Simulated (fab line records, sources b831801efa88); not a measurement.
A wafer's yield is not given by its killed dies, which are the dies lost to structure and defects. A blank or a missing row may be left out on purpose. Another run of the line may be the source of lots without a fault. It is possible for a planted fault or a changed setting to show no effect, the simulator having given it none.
fab line records + flow sky130
record
- lots=13
- wafers=39
- last-day=50
route steps=708 shown VT_ADJUST_PCH@153 SONOS_ONO@182 POLY_GATE@223 PAD_OPEN@708
lots untouched by any fault: they come from a run of this same line in which no faults occurred
start-h: hours from the record's first day to the start of the lot's first wafer shown + wait-h: hours elapsed since this lot's preceding step + " identical to the entry in the row above + L1.1+2: a single row standing in for several wafers + - either no value or no given start + * or withheld: withheld + < > ~ a bound
route shown NAME@n: a module of which the file shows steps, and the number in the route of the first + usual: the fault-free wafers' mean and standard deviation + same: alike in all rows + chamber/n: place in a boat + sites: the reading at each site + _std_site: standard deviation across them + _edge_site: inner sites' mean taken away from outer sites' mean + radius-mm: for every site, how far away it sits from the centre of the wafer + mask NAME#n: copy n + behind: the most recent tool/chamber to have shaped the wafer + hold: why the lot was held/for how many hours/how that ended + device: the transistor (n, p or np) that didn't switch + end of line: tests run on the same wafers once the route is complete + where a step has no rows: the recipe by itself + killed: at the first sort, the dies lost to defects and structure; wafer yield is something else + map: dies across one wafer; x = killed, . = not, _ = none there
set.NAME: the setting as run; set.NAME@STEP: as run at that earlier step + model.NAME: the simulator's own value behind a step, which no gauge read
steps of the route over a sample of lots; a table a step, a row a wafer
services: when a tool's chamber went out of use (start-h, in hours from the record's first day, below 0 if earlier), for how many hours, and the reason
## steps
# step SKY_VT_ADJUST_PCH_TW_MEAS_10
# usual
- VT_ADJUST_PCH_TW=143.1/0.65
| lot.wafer | tool          | chamber | start-h | wait-h | VT_ADJUST_PCH_TW |
|-----------|---------------|---------|---------|--------|------------------|
| L484.1    | film-metro-04 | -       | 225.65  | 0.1    | 142.8            |
| L484.2    | "             | -       | "       | "      | 143.1            |
| L484.5    | "             | -       | "       | "      | 142.8            |
| L485.1    | film-metro-03 | -       | 242.19  | 0.1    | 143.6            |
| L485.2    | "             | -       | "       | "      | 143.3            |
| L485.4    | "             | -       | "       | "      | 143.4            |
| L488.2    | film-metro-04 | -       | 263.05  | 0.1    | 143.7            |
| L488.4    | "             | -       | "       | "      | 143.8            |
| L488.5    | "             | -       | "       | "      | 143.2            |
| L491.3    | film-metro-04 | -       | 281.96  | 0.1    | 143.9            |
| L491.4    | "             | -       | "       | "      | 143.2            |
| L491.5    | "             | -       | "       | "      | 144.2            |
| L494.1    | film-metro-03 | -       | 303.10  | 0.1    | 144.4            |
| L494.3    | "             | -       | "       | "      | 143.7            |
| L494.5    | "             | -       | "       | "      | 145.0            |
| L497.1    | film-metro-04 | -       | 332.44  | 0.1    | 142.8            |
| L497.2    | "             | -       | "       | "      | 142.3            |
| L497.5    | "             | -       | "       | "      | 143.2            |
| L498.2    | film-metro-01 | -       | 339.10  | 0.1    | 142.7            |
| L498.3    | "             | -       | "       | "      | 143.5            |
| L498.5    | "             | -       | "       | "      | 142.8            |
| L501.2    | film-metro-01 | -       | 374.05  | 0.1    | 142.8            |
| L501.3    | "             | -       | "       | "      | 143.3            |
| L501.6    | "             | -       | "       | "      | 143.2            |
| L500.1    | film-metro-04 | -       | 375.49  | 0.1    | 142.7            |
| L500.3    | "             | -       | "       | "      | 143.1            |
| L500.4    | "             | -       | "       | "      | 142.9            |
| L502.1    | film-metro-01 | -       | 379.14  | 0.1    | 142.8            |
| L502.2    | "             | -       | "       | "      | 143.1            |
| L502.3    | "             | -       | "       | "      | 143.1            |
| L503.2    | film-metro-01 | -       | 385.95  | 0.1    | 143.0            |
| L503.4    | "             | -       | "       | "      | 142.5            |
| L503.6    | "             | -       | "       | "      | 142.5            |
| L505.2    | film-metro-01 | -       | 397.75  | 0.1    | 142.3            |
| L505.3    | "             | -       | "       | "      | 142.6            |
| L505.5    | "             | -       | "       | "      | 142.5            |
| L506.2    | film-metro-04 | -       | 408.60  | 0.1    | 142.0            |
| L506.5    | "             | -       | "       | "      | 142.9            |
| L506.6    | "             | -       | "       | "      | 142.0            |
# step SKY_SONOS_ONO_OVL_MEAS_14
# usual
- SONOS_ONO_OVL=0.1/1.5
| lot.wafer | tool       | chamber | start-h | wait-h | SONOS_ONO_OVL[nm] |
|-----------|------------|---------|---------|--------|-------------------|
| L484.1    | overlay-01 | -       | 277.62  | 0.1    | 0.6               |
| L484.2    | "          | -       | "       | "      | -1.2              |
| L484.5    | "          | -       | "       | "      | -1.3              |
| L485.1    | overlay-02 | -       | 299.02  | 0.1    | 2.6               |
| L485.2    | "          | -       | "       | "      | 1.2               |
| L485.4    | "          | -       | "       | "      | 2.0               |
| L488.2    | overlay-02 | -       | 319.89  | 0.1    | 0.8               |
| L488.4    | "          | -       | "       | "      | -0.7              |
| L488.5    | "          | -       | "       | "      | -0.2              |
| L491.3    | overlay-01 | -       | 340.54  | 0.1    | 1.3               |
| L491.4    | "          | -       | "       | "      | 2.3               |
| L491.5    | "          | -       | "       | "      | 0.8               |
| L494.1    | overlay-01 | -       | 362.43  | 0.1    | -2.2              |
| L494.3    | "          | -       | "       | "      | -1.3              |
| L494.5    | "          | -       | "       | "      | -1.5              |
| L497.1    | overlay-01 | -       | 394.33  | 0.1    | -0.1              |
| L497.2    | "          | -       | "       | "      | 1.8               |
| L497.5    | "          | -       | "       | "      | 1.2               |
| L498.2    | overlay-02 | -       | 402.93  | 0.1    | -0.3              |
| L498.3    | "          | -       | "       | "      | -3.1              |
| L498.5    | "          | -       | "       | "      | -0.1              |
| L501.2    | overlay-01 | -       | 440.64  | 0.1    | -0.9              |
| L501.3    | "          | -       | "       | "      | 0.8               |
| L501.6    | "          | -       | "       | "      | 0.1               |
| L500.1    | overlay-01 | -       | 441.98  | 0.1    | 0.7               |
| L500.3    | "          | -       | "       | "      | -0.9              |
| L500.4    | "          | -       | "       | "      | 0.7               |
| L502.1    | overlay-01 | -       | 446.12  | 0.1    | -1.2              |
| L502.2    | "          | -       | "       | "      | -2.0              |
| L502.3    | "          | -       | "       | "      | 0.9               |
| L503.2    | overlay-01 | -       | 452.65  | 0.1    | 1.3               |
| L503.4    | "          | -       | "       | "      | 0.5               |
| L503.6    | "          | -       | "       | "      | 1.0               |
| L505.2    | overlay-02 | -       | 464.24  | 0.1    | 2.1               |
| L505.3    | "          | -       | "       | "      | 3.7               |
| L505.5    | "          | -       | "       | "      | 3.1               |
| L506.2    | overlay-02 | -       | 478.44  | 0.1    | -0.8              |
| L506.5    | "          | -       | "       | "      | -1.5              |
| L506.6    | "          | -       | "       | "      | 2.1               |
# step SKY_POLY_GATE_SOFTBAKE_09
# recipe
- temp-c=100
- time-s=90
- resist=KrF-thick
# usual
- heater-power-total-W=57.37/0.11
- plate-temp-C=99.98/0.12
| lot.wafer | tool           | chamber | start-h | wait-h | heater-power-total-W | plate-temp-C |
|-----------|----------------|---------|---------|--------|----------------------|--------------|
| L484.1    | litho-track-01 | 0       | 357     | -      | 57.49                | 99.90        |
| L484.2    | "              | 0       | "       | "      | 57.16                | 99.91        |
| L484.5    | "              | 0       | "       | "      | 57.23                | 99.91        |
| L485.1    | litho-track-01 | 0       | 374     | -      | 57.36                | 100.07       |
| L485.2    | "              | 0       | "       | "      | 57.39                | 100.16       |
| L485.4    | "              | 0       | "       | "      | 57.49                | 100.03       |
| L488.2    | litho-track-03 | 0       | 399     | -      | 57.17                | 100.05       |
| L488.4    | "              | 0       | "       | "      | 57.24                | 100.13       |
| L488.5    | "              | 0       | "       | "      | 57.25                | 100.03       |
| L491.3    | litho-track-01 | 0       | 420     | -      | 51.66                | 92.68        |
| L491.4    | "              | 0       | "       | "      | 51.63                | 92.72        |
| L491.5    | "              | 0       | "       | "      | 51.71                | 92.68        |
| L494.1    | litho-track-01 | 0       | 444     | -      | 51.76                | 92.91        |
| L494.3    | "              | 0       | "       | "      | 51.59                | 92.81        |
| L494.5    | "              | 0       | "       | "      | 51.59                | 92.92        |
| L497.1    | litho-track-03 | 0       | 479     | -      | 57.33                | 99.86        |
| L497.2    | "              | 0       | "       | "      | 57.52                | 100.07       |
| L497.5    | "              | 0       | "       | "      | 57.47                | 100.13       |
| L498.2    | litho-track-03 | 0       | 532     | -      | 57.47                | 100.10       |
| L498.3    | "              | 0       | "       | "      | 57.36                | 100.00       |
| L498.5    | "              | 0       | "       | "      | 57.33                | 99.80        |
| L501.2    | litho-track-01 | 0       | 533     | -      | 57.28                | 99.88        |
| L501.3    | "              | 0       | "       | "      | 57.59                | 100.08       |
| L501.6    | "              | 0       | 534     | -      | 57.35                | 99.82        |
| L500.1    | litho-track-04 | 0       | 534     | -      | 57.47                | 99.82        |
| L500.3    | "              | 0       | "       | "      | 57.21                | 100.05       |
| L500.4    | "              | 0       | "       | "      | 57.32                | 100.07       |
| L502.1    | litho-track-03 | 0       | 534     | -      | 57.52                | 100.23       |
| L502.2    | "              | 0       | "       | "      | 57.32                | 100.22       |
| L502.3    | "              | 0       | "       | "      | 57.53                | 99.97        |
| L503.2    | litho-track-01 | 0       | 540     | -      | 57.34                | 99.92        |
| L503.4    | "              | 0       | "       | "      | 57.31                | 99.84        |
| L503.6    | "              | 0       | "       | "      | 57.36                | 100.02       |
| L505.2    | litho-track-03 | 0       | 546     | -      | 57.33                | 100.03       |
| L505.3    | "              | 0       | "       | "      | 57.17                | 100.10       |
| L505.5    | "              | 0       | "       | "      | 57.21                | 100.02       |
| L506.2    | litho-track-01 | 0       | 559     | -      | 57.40                | 99.94        |
| L506.5    | "              | 0       | "       | "      | 57.34                | 99.88        |
| L506.6    | "              | 0       | 560     | -      | 57.41                | 99.91        |
# step SKY_POLY_GATE_ETCH_15
# recipe
- chemistry=N2/H2
- target=BARC
- ion-energy-ev=200
- source-w=500
- bias-w=100
- pressure-mtorr=30
- n2-flow-sccm=100
- h2-flow-sccm=200
- stop-on=SiO2
- time-s=118.5
- target-depth-a=1100
# usual
- drypump-motor-current-A=5.6/0.4
- oes-product-au=0.717/0.0048
- throttle-valve-pct=13.213/0.0085
| lot.wafer | tool        | chamber | start-h | wait-h | drypump-motor-current-A | oes-product-au | rf-hours-counter-h | throttle-valve-pct |
|-----------|-------------|---------|---------|--------|-------------------------|----------------|--------------------|--------------------|
| L484.1    | rie-diel-01 | 1       | 372.01  | 0.0    | 4.8                     | 0.728          | 5                  | 13.215             |
| L484.2    | "           | 3       | "       | "      | 5.8                     | 0.721          | 2                  | 13.209             |
| L484.5    | "           | 3       | "       | "      | 5.8                     | 0.727          | -                  | 13.231             |
| L485.1    | rie-diel-01 | 2       | 390.16  | 0.0    | 4.8                     | 0.719          | 8                  | 13.212             |
| L485.2    | "           | 1       | "       | "      | 4.8                     | 0.716          | 6                  | 13.231             |
| L485.4    | "           | 0       | "       | "      | 6.1                     | 0.720          | 35                 | 13.212             |
| L488.2    | rie-diel-02 | 1       | 415.51  | 0.0    | 5.7                     | 0.718          | 29                 | 13.211             |
| L488.4    | "           | 3       | "       | "      | 5.9                     | 0.727          | 33                 | 13.210             |
| L488.5    | "           | 0       | "       | "      | 5.1                     | 0.717          | -                  | 13.201             |
| L491.3    | rie-diel-02 | 1       | 434.37  | 0.0    | 5.7                     | 0.718          | 29                 | 13.208             |
| L491.4    | "           | 3       | "       | "      | 5.8                     | 0.721          | 34                 | 13.212             |
| L491.5    | "           | 3       | "       | "      | 5.9                     | 0.715          | -                  | 13.210             |
| L494.1    | rie-diel-04 | 1       | 459.52  | 0.0    | 5.8                     | 0.719          | 1                  | 13.215             |
| L494.3    | "           | 0       | "       | "      | 5.5                     | 0.717          | 88                 | 13.208             |
| L494.5    | "           | 1       | "       | "      | 5.8                     | 0.728          | -                  | 13.213             |
| L497.1    | rie-diel-02 | 1       | 494.48  | 0.0    | 5.7                     | 0.712          | 31                 | 13.219             |
| L497.2    | "           | 3       | "       | "      | 5.9                     | 0.721          | 35                 | 13.224             |
| L497.5    | "           | 2       | "       | "      | 5.7                     | 0.714          | -                  | 13.214             |
| L498.2    | rie-diel-02 | 2       | 547.51  | 0.0    | 5.7                     | 0.717          | 12                 | 13.204             |
| L498.3    | "           | 3       | "       | "      | 5.8                     | 0.706          | 36                 | 13.222             |
| L498.5    | "           | 2       | "       | "      | 5.7                     | 0.709          | -                  | 13.207             |
| L501.2    | rie-diel-02 | 1       | 549.16  | 0.0    | 5.7                     | 0.716          | 31                 | 13.216             |
| L501.3    | "           | 0       | "       | "      | 5.1                     | 0.722          | 57                 | 13.206             |
| L501.6    | "           | 2       | "       | "      | 5.7                     | 0.717          | -                  | 13.201             |
| L500.1    | rie-diel-04 | 1       | 549.61  | 0.0    | 5.8                     | 0.719          | 3                  | 13.211             |
| L500.3    | "           | 3       | "       | "      | 5.8                     | 0.713          | 14                 | 13.218             |
| L500.4    | "           | 0       | "       | "      | 5.5                     | 0.715          | 0                  | 13.217             |
| L502.1    | rie-diel-01 | 1       | 549.96  | 0.0    | 4.9                     | 0.720          | 9                  | 13.194             |
| L502.2    | "           | 2       | "       | "      | 4.9                     | 0.718          | 11                 | 13.203             |
| L502.3    | "           | 0       | "       | "      | 6.1                     | 0.720          | 38                 | 13.215             |
| L503.2    | rie-diel-02 | 2       | 555.66  | 0.0    | 5.7                     | 0.718          | 12                 | 13.224             |
| L503.4    | "           | 0       | "       | "      | 5.1                     | 0.719          | 57                 | 13.218             |
| L503.6    | "           | 1       | "       | "      | 5.6                     | 0.718          | -                  | 13.217             |
| L505.2    | rie-diel-01 | 2       | 560.36  | 0.0    | 4.8                     | 0.717          | 11                 | 13.224             |
| L505.3    | "           | 0       | "       | "      | 6.1                     | 0.714          | 38                 | 13.212             |
| L505.5    | "           | 3       | "       | "      | 5.9                     | 0.727          | -                  | 13.219             |
| L506.2    | rie-diel-02 | 1       | 575.46  | 0.0    | 5.7                     | 0.720          | 32                 | 13.218             |
| L506.5    | "           | 1       | "       | "      | 5.7                     | 0.723          | -                  | 13.201             |
| L506.6    | "           | 2       | "       | "      | 5.7                     | 0.712          | -                  | 13.205             |
# step SKY_PAD_OPEN_PROBE_99
# usual
- killed_at_M0_to_M3=42/6.3
- killed_at_M4_up=3.2/1.9
- killed-at-contacts=24/5.8
- killed-at-front-end=15/4.3
- killed-at-other=0.2/0.62
- killed-dies=85/9.3
- killed-on-rim=16/3.3
- killed-open=46/6.8
- killed-short=38/6.1
# same
- gross-dies=492
- killed-at-back-side=0
| lot.wafer | tool      | chamber | start-h | wait-h | killed_at_M0_to_M3 | killed_at_M4_up | killed-at-contacts | killed-at-front-end | killed-at-other | killed-dies | killed-on-rim | killed-open | killed-short |
|-----------|-----------|---------|---------|--------|--------------------|-----------------|--------------------|---------------------|-----------------|-------------|---------------|-------------|--------------|
| L485.1    | prober-02 | -       | 1081.55 | 0.1    | 42                 | 7               | 30                 | 12                  | 0               | 91          | 18            | 41          | 50           |
| L485.2    | prober-02 | -       | 1081.60 | 0.1    | 40                 | 4               | 26                 | 14                  | 0               | 84          | 17            | 42          | 42           |
| L485.4    | prober-02 | -       | 1081.70 | 0.2    | 43                 | 5               | 25                 | 16                  | 0               | 89          | 14            | 46          | 43           |
| L488.2    | prober-01 | -       | 1096.96 | 0.1    | 48                 | 3               | 20                 | 19                  | 0               | 90          | 16            | 52          | 37           |
| L488.4    | prober-01 | -       | 1097.06 | 0.2    | 38                 | 2               | 19                 | 14                  | 0               | 73          | 18            | 33          | 40           |
| L488.5    | prober-01 | -       | 1097.11 | 0.2    | 36                 | 3               | 22                 | 16                  | 0               | 77          | 16            | 32          | 44           |
| L491.3    | prober-02 | -       | 1112.96 | 0.2    | 44                 | 3               | 31                 | 18                  | 0               | 96          | 21            | 56          | 40           |
| L491.4    | prober-02 | -       | 1113.01 | 0.2    | 58                 | 3               | 18                 | 16                  | 0               | 95          | 19            | 41          | 53           |
| L491.5    | prober-02 | -       | 1113.06 | 0.2    | 37                 | 4               | 25                 | 17                  | 0               | 83          | 14            | 43          | 39           |
| L497.1    | prober-02 | -       | 1148.54 | 0.1    | 46                 | 4               | 15                 | 13                  | 0               | 78          | 19            | 42          | 36           |
| L497.2    | prober-02 | -       | 1148.59 | 0.1    | 40                 | 8               | 19                 | 13                  | 0               | 80          | 11            | 45          | 35           |
| L497.5    | prober-02 | -       | 1148.74 | 0.2    | 38                 | 3               | 20                 | 11                  | 0               | 72          | 16            | 39          | 33           |
# killed by level:class
L485.1 VIA1:geometric-particle:open=10 CONTACT:geometric-particle:short=8 CONTACT:geometric-particle:open=7 METAL4:geometric-particle:short=7 LI_CONTACT:geometric-particle:open=6 METAL1:geometric-particle:short=6 METAL2:geometric-particle:short=5 LI_CONTACT:geometric-particle:short=4
L485.2 VIA1:geometric-particle:open=9 CONTACT:geometric-particle:open=8 LI_CONTACT:geometric-particle:open=7 METAL1:geometric-particle:short=7 FIELD_ISO:geometric-particle:short=5 METAL2:geometric-particle:short=5 VIA2:geometric-particle:short=5 LOCAL_INTERCONNECT:geometric-particle:short=4
L485.4 VIA1:geometric-particle:open=12 VIA3:geometric-particle:open=8 LI_CONTACT:geometric-particle:open=7 FIELD_ISO:geometric-particle:short=6 CONTACT:geometric-particle:short=6 METAL2:geometric-particle:short=6 LOCAL_INTERCONNECT:geometric-particle:short=5 FIELD_ISO:geometric-particle:open=4
L488.2 VIA1:geometric-particle:open=9 VIA2:geometric-particle:open=8 CONTACT:geometric-particle:open=7 METAL2:geometric-particle:short=7 VIA3:geometric-particle:open=6 POLY_GATE:geometric-particle:open=5 LI_CONTACT:geometric-particle:short=5 LI_CONTACT:geometric-particle:open=5
L488.4 VIA2:geometric-particle:open=7 VIA1:geometric-particle:open=6 CONTACT:geometric-particle:open=6 VIA2:geometric-particle:short=5 FIELD_ISO:geometric-particle:short=4 POLY_GATE:geometric-particle:short=4 LI_CONTACT:geometric-particle:open=4 LOCAL_INTERCONNECT:geometric-particle:short=4
L488.5 LI_CONTACT:geometric-particle:open=6 VIA2:geometric-particle:open=6 POLY_GATE:geometric-particle:short=5 POLY_GATE:geometric-particle:open=5 VIA1:geometric-particle:short=5 CONTACT:geometric-particle:short=5 METAL1:geometric-particle:short=5 CONTACT:geometric-particle:open=4
L491.3 CONTACT:geometric-particle:open=10 VIA1:geometric-particle:open=10 VIA3:geometric-particle:open=8 LI_CONTACT:geometric-particle:open=7 CONTACT:geometric-particle:short=6 VIA2:geometric-particle:open=6 LOCAL_INTERCONNECT:geometric-particle:short=5 FIELD_ISO:geometric-particle:open=4
L491.4 VIA1:geometric-particle:open=10 VIA3:geometric-particle:open=9 METAL2:geometric-particle:short=9 METAL1:geometric-particle:short=8 VIA2:geometric-particle:open=8 FIELD_ISO:geometric-particle:short=5 POLY_GATE:geometric-particle:short=5 CONTACT:geometric-particle:short=5
L491.5 VIA3:geometric-particle:open=11 FIELD_ISO:geometric-particle:short=9 CONTACT:geometric-particle:open=9 VIA1:geometric-particle:open=9 CONTACT:geometric-particle:short=7 VIA1:geometric-particle:short=5 METAL2:geometric-particle:short=5 FIELD_ISO:geometric-particle:open=4
L497.1 VIA3:geometric-particle:open=8 VIA1:geometric-particle:open=7 METAL2:geometric-particle:short=7 METAL1:geometric-particle:short=6 VIA2:geometric-particle:open=6 LI_CONTACT:geometric-particle:open=5 FIELD_ISO:geometric-particle:open=4 CONTACT:geometric-particle:short=4
L497.2 VIA1:geometric-particle:open=14 LI_CONTACT:geometric-particle:open=7 METAL4:geometric-particle:short=6 CONTACT:geometric-particle:open=5 METAL3:geometric-particle:short=5 POLY_GATE:geometric-particle:open=4 VIA1:geometric-particle:short=4 VIA3:geometric-particle:open=4
L497.5 CONTACT:geometric-particle:open=10 VIA3:geometric-particle:open=9 VIA1:geometric-particle:open=7 METAL2:geometric-particle:short=5 VIA1:geometric-particle:short=4 LOCAL_INTERCONNECT:geometric-particle:short=4 METAL1:geometric-particle:short=4 FIELD_ISO:geometric-particle:open=3
## services
| tool           | chamber | start-h | hours | kind                      |
|----------------|---------|---------|-------|---------------------------|
| rie-diel-01    | -       | 336.17  | 0.4   | repair                    |
| rie-diel-01    | 0       | 351.67  | 1.6   | repair                    |
| rie-diel-02    | 2       | 365.19  | 2.3   | repair                    |
| rie-diel-04    | 1       | 369.81  | -     | clean                     |
| rie-diel-04    | 1       | 369.81  | 25.8  | scheduled-down            |
| rie-diel-04    | 1       | 369.81  | 25.8  | vent-cycle                |
| rie-diel-04    | -       | 406.17  | 2.8   | pm                        |
| rie-diel-04    | 1       | 429.81  | 3.8   | repair                    |
| rie-diel-01    | 2       | 453.17  | 3.0   | repair                    |
| rie-diel-04    | 2       | 455.55  | 13.0  | repair                    |
| rie-diel-04    | 3       | 459.84  | 2.8   | repair                    |
| rie-diel-01    | 3       | 482.21  | 5.0   | repair                    |
| rie-diel-02    | 3       | 482.59  | 2.8   | repair                    |
| litho-track-01 | -       | 487.03  | -     | consumable-replace:filter |
| rie-diel-01    | 1       | 487.14  | 3.4   | repair                    |
| rie-diel-04    | 1       | 490.90  | 11.9  | repair                    |
| rie-diel-02    | 1       | 514.49  | 14.1  | repair                    |
| rie-diel-04    | 0       | 522.18  | -     | clean                     |
| rie-diel-04    | 0       | 522.18  | 24.4  | scheduled-down            |
| rie-diel-04    | 0       | 522.18  | 24.4  | vent-cycle                |
| rie-diel-02    | 2       | 524.85  | 6.6   | repair                    |
| rie-diel-04    | -       | 556.45  | 0.7   | repair                    |
## key
first-sign
- step=SKY_POLY_GATE_SOFTBAKE_09
- reading=plate-temp-C
- direction=down
- sigmas=60
- usual=*
- struck=*
effect
- step=SKY_POLY_GATE_SOFTBAKE_09
- reading=heater-power-total-W
- direction=down
- sigmas=52
- usual=*
- struck=*
met-at SKY_POLY_GATE_SOFTBAKE_09
struck-lots L491,L494
tester-left-out L491,L494
not-acting-at SKY_VT_ADJUST_PCH_TW_MEAS_10,SKY_SONOS_ONO_OVL_MEAS_14,SKY_POLY_GATE_ETCH_15
onset-between 374 420
fault
- kind=process-parameter-drift
- tool=litho-track-01
- chamber=-
- onset-h=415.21
- steps=SKY_POLY_GATE_SOFTBAKE_09
- channel=temp-c
- offset=*
- shape=step
- end-h=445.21
- acts-in=*
- stated=*
# tester-left-out: of these lots the tester's yield and bins aren't shown, on N5 and GAA mostly nor the transistor test; their killed dies are dies lost to structure and defects alone, not to doping, threshold or leakage, so they don't give the yield
